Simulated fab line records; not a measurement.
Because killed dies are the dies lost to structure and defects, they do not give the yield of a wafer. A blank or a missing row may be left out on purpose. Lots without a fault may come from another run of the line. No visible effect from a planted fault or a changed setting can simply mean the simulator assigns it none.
The same fault as seen by 2 desks	flow sky130	each desk holds nothing but its own numbers, with what lay behind them at the end

METROLOGY DESK
Lot by lot, what the gauges showed, no matter which tool ran the lot: averages of those sampled wafers that carry a number. A lot is out of limits, marked OUT, if its mean lies more than 4 standard deviations from the usual mean; the brackets give that distance.
Columns: A = PAD_OPEN_BOW at SKY_PAD_OPEN_BOW_MEAS_13, usual 49 um
lot	first seen here	A
L190	day 45 16:20	56
L191	day 46 00:10	51
L194	day 46 20:18	52
L198	day 47 20:13	55
L199	day 48 01:42	57
L200	day 48 06:26	39
L203	day 49 07:44	55
L205	day 49 07:46	48
L204	day 49 11:56	49
L207	day 49 20:20	44
L206	day 50 01:35	53
L212	day 50 15:31	37
Finding of this desk: none of the 12 lots has anything out of limits.

FOR THE TOOL OWNER'S DESK: pvd sputter-02
The tool's own readings at SKY_METAL1_SPUTTER_01 (material TiN, target thk 20 nm, time 16.7 s): means of the sampled wafers that have a number, for each lot that ran on this tool. A lot is out of limits, marked OUT, if its mean lies more than 4 standard deviations from the usual mean; the brackets give that distance.
Columns: A = throttle valve pct at SKY_METAL1_SPUTTER_01, usual 30.5 %
lot	first seen here	A
L190	day 31 09:55	31.7
L198	day 34 05:59	30.5
L199	day 34 14:58	30.8
L203	day 36 04:52	29.7
L205	day 36 09:13	31.1
L204	day 36 11:29	30.6
L207	day 37 05:15	30.9
Finding of this desk: none of the 7 lots has anything out of limits.

BROUGHT TOGETHER
Nothing out of limits was seen by the metrology desk.
Nothing out of limits was seen by the tool owner's desk.

WHAT THE SIMULATOR HAD INSERTED
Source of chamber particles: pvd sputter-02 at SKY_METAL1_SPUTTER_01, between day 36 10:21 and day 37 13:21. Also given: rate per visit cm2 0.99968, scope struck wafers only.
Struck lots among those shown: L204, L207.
